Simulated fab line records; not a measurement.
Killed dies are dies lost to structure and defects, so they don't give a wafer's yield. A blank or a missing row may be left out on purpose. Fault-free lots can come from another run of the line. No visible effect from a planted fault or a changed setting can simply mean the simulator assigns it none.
Which tool did it? + flow sky130 + 24 lots, 72 wafers sampled, at 4 steps of a route of 708

WHAT THE GAUGES SHOWED, per wafer
SKY_LDD_P_OVL_MEAS_08. Usual: LDD_P_OVL typically reads 0.7 nm, with standard deviation 1.3.
| lot  | measured     | on         | LDD_P_OVL (nm) | flag |
|------|--------------|------------|----------------|------|
| L074 | day 19 10:19 | overlay-02 | 3.3 1.9 1.5    |      |
| L075 | day 20 04:35 | overlay-01 | 0.6 0.9 0.1    |      |
| L076 | day 19 23:16 | overlay-01 | 0.2 2.0 1.1    |      |
| L077 | day 20 04:03 | overlay-02 | 1.1 1.7 1.6    |      |
| L078 | day 20 05:01 | overlay-02 | -0.8 -0.7 -2.3 |      |
| L079 | day 21 02:10 | overlay-01 | 1.1 1.0 1.2    |      |
| L080 | day 21 10:28 | overlay-02 | 1.7 1.7 1.7    |      |
| L081 | day 21 10:36 | overlay-02 | -2.1 0.0 0.5   |      |
| L082 | day 21 23:31 | overlay-02 | 0.2 0.3 1.1    |      |
| L083 | day 22 00:54 | overlay-02 | 1.9 1.8 2.2    |      |
| L084 | day 22 11:16 | overlay-01 | 1.6 0.3 -0.4   |      |
| L085 | day 22 19:46 | overlay-02 | 0.7 2.6 0.0    |      |
| L086 | day 23 03:24 | overlay-01 | 1.0 1.1 -0.3   |      |
| L087 | day 23 09:22 | overlay-01 | 0.7 0.8 0.9    |      |
| L088 | day 23 15:17 | overlay-02 | -0.8 1.1 0.6   |      |
| L089 | day 24 08:45 | overlay-01 | -2.2 -2.4 -2.9 |      |
| L090 | day 24 15:06 | overlay-01 | 1.6 1.9 3.2    |      |
| L091 | day 25 00:43 | overlay-01 | -0.2 2.1 2.8   |      |
| L092 | day 25 08:40 | overlay-02 | 1.8 0.4 3.0    |      |
| L093 | day 25 13:18 | overlay-01 | 0.2 0.3 1.9    |      |
| L094 | day 26 10:28 | overlay-02 | 1.8 0.5 1.9    |      |
| L095 | day 27 05:02 | overlay-02 | 0.0 0.2 -0.8   |      |
| L096 | day 27 07:13 | overlay-01 | 0.4 1.9 1.0    |      |
| L097 | day 27 09:46 | overlay-02 | 1.2 0.5 -0.4   |      |

SKY_METAL2_CD_MEAS_15: the cd target is 140 nm. Usual: cd nm 140.3 nm, standard deviation 1.7.
| lot  | measured     | on        | cd nm (nm)        | flag |
|------|--------------|-----------|-------------------|------|
| L074 | day 35 08:01 | cd sem-01 | 139.8 140.7 141.8 |      |
| L075 | day 36 01:37 | cd sem-02 | 140.8 138.7 139.1 |      |
| L076 | day 35 21:22 | cd sem-02 | 138.8 139.7 139.9 |      |
| L077 | day 35 21:40 | cd sem-01 | 142.1 142.4 141.4 |      |
| L078 | day 36 01:49 | cd sem-01 | 139.3 139.5 139.9 |      |
| L079 | day 36 20:05 | cd sem-02 | 138.9 139.4 138.8 |      |
| L080 | day 37 04:16 | cd sem-01 | 141.4 141.3 141.0 |      |
| L081 | day 37 06:11 | cd sem-01 | 141.3 141.0 140.3 |      |
| L082 | day 37 11:43 | cd sem-02 | 138.3 141.6 139.6 |      |
| L083 | day 37 15:26 | cd sem-01 | 142.8 142.9 142.2 |      |
| L084 | day 37 22:07 | cd sem-02 | 138.9 137.8 138.7 |      |
| L085 | day 38 04:58 | cd sem-02 | 139.2 137.9 138.0 |      |
| L086 | day 38 14:46 | cd sem-01 | 136.6 137.1 137.5 |      |
| L087 | day 38 17:14 | cd sem-02 | 138.7 136.7 139.1 |      |
| L088 | day 38 21:19 | cd sem-01 | 141.5 141.3 142.0 |      |
| L089 | day 39 13:37 | cd sem-02 | 140.2 139.4 139.6 |      |
| L090 | day 39 15:44 | cd sem-01 | 144.1 146.2 144.2 |      |
| L091 | day 40 01:40 | cd sem-01 | 141.0 140.8 140.6 |      |
| L092 | day 40 08:38 | cd sem-02 | 139.3 139.6 139.9 |      |
| L093 | day 40 12:54 | cd sem-02 | 139.7 140.7 139.8 |      |
| L094 | day 41 05:50 | cd sem-01 | 140.5 139.1 140.9 |      |
| L095 | day 41 22:02 | cd sem-02 | 139.0 140.5 140.8 |      |
| L096 | day 42 00:15 | cd sem-02 | 141.4 140.9 140.4 |      |
| L097 | day 41 23:07 | cd sem-02 | 140.5 141.2 142.9 |      |

EACH LOT AND THE TOOL THAT RAN IT (in order: tool; ch and the chambers of the sampled wafers; start)
| lot  | SKY_FIELD_ISO_CMP_27         | SKY_VIA1_ETCH_14                   |
|------|------------------------------|------------------------------------|
| L074 | cmp-01 ch 0,2,3, day 2 11:26 | rie diel-04 ch 0,1,3, day 34 04:05 |
| L075 | cmp-02 ch 0,1,2, day 2 18:35 | rie diel-04 ch 0,1,2, day 34 21:35 |
| L076 | cmp-02 ch 1,2,3, day 3 00:56 | rie diel-03 ch 1,2, day 34 17:44   |
| L077 | cmp-01 ch 0,2,3, day 3 00:59 | rie diel-04 ch 0,1, day 34 18:35   |
| L078 | cmp-01 ch 1,2,3, day 3 06:38 | rie diel-03 ch 0,2, day 34 22:56   |
| L079 | cmp-01 ch 0,2,3, day 3 13:25 | rie diel-03 ch 1,3, day 35 17:17   |
| L080 | cmp-01 ch 0,2, day 3 20:14   | rie diel-04 ch 0,1,2, day 36 01:17 |
| L081 | cmp-01 ch 1,2,3, day 3 23:18 | rie diel-04 ch 0,2, day 36 02:50   |
| L082 | cmp-01 ch 0,1,2, day 4 04:28 | rie diel-04 ch 0,1, day 36 08:44   |
| L083 | cmp-02 ch 1,2,3, day 4 08:56 | rie diel-02 ch 0,3, day 36 12:14   |
| L084 | cmp-02 ch 2,3, day 4 16:04   | rie diel-02 ch 1,2, day 36 18:53   |
| L085 | cmp-01 ch 2,3, day 4 18:59   | rie diel-04 ch 1,3, day 37 02:20   |
| L086 | cmp-01 ch 0,2,3, day 5 00:32 | rie diel-02 ch 2,3, day 37 11:29   |
| L087 | cmp-02 ch 0,2, day 5 05:47   | rie diel-04 ch 0,1,3, day 37 13:47 |
| L088 | cmp-01 ch 0,1, day 5 09:54   | rie diel-03 ch 0,1,2, day 37 18:38 |
| L089 | cmp-02 ch 0,3, day 5 17:23   | rie diel-03 ch 2,3, day 38 11:41   |
| L090 | cmp-01 ch 1,2, day 5 21:31   | rie diel-04 ch 0,2, day 38 14:02   |
| L091 | cmp-02 ch 0,3, day 6 03:11   | rie diel-02 ch 1,2, day 38 23:29   |
| L092 | cmp-02 ch 0,1,2, day 6 09:07 | rie diel-02 ch 2,3, day 39 06:53   |
| L093 | cmp-02 ch 0,1,3, day 6 12:04 | rie diel-03 ch 1,2,3, day 39 11:11 |
| L094 | cmp-01 ch 0,2,3, day 6 23:04 | rie diel-02 ch 0,2,3, day 40 04:23 |
| L095 | cmp-02 ch 0,1,2, day 7 11:51 | rie diel-04 ch 0,3, day 40 19:08   |
| L096 | cmp-01 ch 0,2,3, day 7 12:02 | rie diel-03 ch 0,1,3, day 40 23:32 |
| L097 | cmp-01 ch 0,1, day 7 21:37   | rie diel-04 ch 0,1,3, day 40 22:14 |
- SKY_FIELD_ISO_CMP_27: polishes, stops on Si3N4, t overpolish 16 s, target thk 457.8 nm.
- SKY_VIA1_ETCH_14: etches BARC in N2/H2, stops on SiO2, time 45.9 s, target depth 60 nm.

WHAT THE TOOLS THEMSELVES READ (means of the sampled wafers that have a number; where no wafer has one, the mark that the record gives instead)
SKY_FIELD_ISO_CMP_27. Usual: motor current A 12.1 A, standard deviation 0.83; overpolish run s 15.998 s, standard deviation 0.0091; time to endpoint s 113 s, standard deviation 4.1.
| lot  | tool   | motor current A (A) | overpolish run s (s) | time to endpoint s (s) | flag |
|------|--------|---------------------|----------------------|------------------------|------|
| L074 | cmp-01 | 11.8                | 15.998               | 115                    |      |
| L075 | cmp-02 | 12.0                | 15.999               | 117                    |      |
| L076 | cmp-02 | 12.3                | 15.996               | 109                    |      |
| L077 | cmp-01 | 12.0                | 15.996               | 112                    |      |
| L078 | cmp-01 | 12.2                | 15.995               | 113                    |      |
| L079 | cmp-01 | 11.5                | 16.004               | 115                    |      |
| L080 | cmp-01 | 11.1                | 16.002               | 111                    |      |
| L081 | cmp-01 | 12.4                | 15.997               | 110                    |      |
| L082 | cmp-01 | 11.9                | 16.001               | 107                    |      |
| L083 | cmp-02 | 12.5                | 15.994               | 120                    |      |
| L084 | cmp-02 | 12.6                | 16.002               | 116                    |      |
| L085 | cmp-01 | 12.0                | 16.003               | 108                    |      |
| L086 | cmp-01 | 11.4                | 16.001               | 109                    |      |
| L087 | cmp-02 | 12.3                | 15.990               | 114                    |      |
| L088 | cmp-01 | 12.4                | 16.005               | 111                    |      |
| L089 | cmp-02 | 12.0                | 16.008               | 114                    |      |
| L090 | cmp-01 | 12.2                | 15.998               | 113                    |      |
| L091 | cmp-02 | 12.1                | 16.001               | 113                    |      |
| L092 | cmp-02 | 12.0                | 15.999               | 116                    |      |
| L093 | cmp-02 | 11.9                | 15.993               | 112                    |      |
| L094 | cmp-01 | 11.6                | 15.991               | 107                    |      |
| L095 | cmp-02 | 12.4                | 15.996               | 117                    |      |
| L096 | cmp-01 | 11.6                | 15.997               | 106                    |      |
| L097 | cmp-01 | 12.6                | 16.003               | 112                    |      |

SKY_VIA1_ETCH_14. Usual: drypump motor current A 5.7 A, standard deviation 0.39; oes product au 0.854 a.u., standard deviation 0.0047; throttle valve pct 13.226 %, standard deviation 0.009.
| lot  | tool        | drypump motor current A (A) | oes product au (a.u.) | throttle valve pct (%) | flag |
|------|-------------|-----------------------------|-----------------------|------------------------|------|
| L074 | rie diel-04 | 5.6                         | 0.858                 | 13.223                 |      |
| L075 | rie diel-04 | 5.6                         | 0.856                 | 13.226                 |      |
| L076 | rie diel-03 | 6.2                         | 0.855                 | 13.227                 |      |
| L077 | rie diel-04 | 5.3                         | 0.850                 | 13.231                 |      |
| L078 | rie diel-03 | 6.1                         | 0.853                 | 13.233                 |      |
| L079 | rie diel-03 | 5.6                         | 0.853                 | 13.226                 |      |
| L080 | rie diel-04 | 5.6                         | 0.855                 | 13.223                 |      |
| L081 | rie diel-04 | 5.5                         | 0.852                 | 13.227                 |      |
| L082 | rie diel-04 | 5.3                         | 0.852                 | 13.221                 |      |
| L083 | rie diel-02 | 5.4                         | 0.851                 | 13.221                 |      |
| L084 | rie diel-02 | 5.8                         | 0.857                 | 13.230                 |      |
| L085 | rie diel-04 | 5.9                         | 0.855                 | 13.226                 |      |
| L086 | rie diel-02 | 5.8                         | 0.855                 | 13.226                 |      |
| L087 | rie diel-04 | 5.6                         | 0.856                 | 13.218                 |      |
| L088 | rie diel-03 | 5.9                         | 0.853                 | 13.233                 |      |
| L089 | rie diel-03 | 5.8                         | 0.859                 | 13.229                 |      |
| L090 | rie diel-04 | 5.5                         | 0.855                 | 13.225                 |      |
| L091 | rie diel-02 | 5.9                         | 0.854                 | 13.232                 |      |
| L092 | rie diel-02 | 5.5                         | 0.857                 | 13.230                 |      |
| L093 | rie diel-03 | 5.9                         | 0.850                 | 13.218                 |      |
| L094 | rie diel-02 | 5.6                         | 0.858                 | 13.225                 |      |
| L095 | rie diel-04 | 5.4                         | 0.854                 | 13.220                 |      |
| L096 | rie diel-03 | 5.7                         | 0.851                 | 13.232                 |      |
| L097 | rie diel-04 | 5.6                         | 0.860                 | 13.230                 |      |

THE ANSWER, worked out from the rows above alone
Rule: take the mean of a lot's wafers that have a number; if it is more than 3 standard deviations from the usual mean, the lot is off. Also off: a lot with no number at a reading for which 4 or more lots have one. Any other lot the step has rows for is counted as sound. The gauges are gone through in route order, then the tools' own readings, and for those a lot's mean is taken as printed above. At the first step where some lot is off, the reading lying furthest off is the one used; lots without a number count as furthest.
Nothing can be told from this: no lot is off at any reading shown.

WHAT HAD BEEN PUT IN BY THE SIMULATOR
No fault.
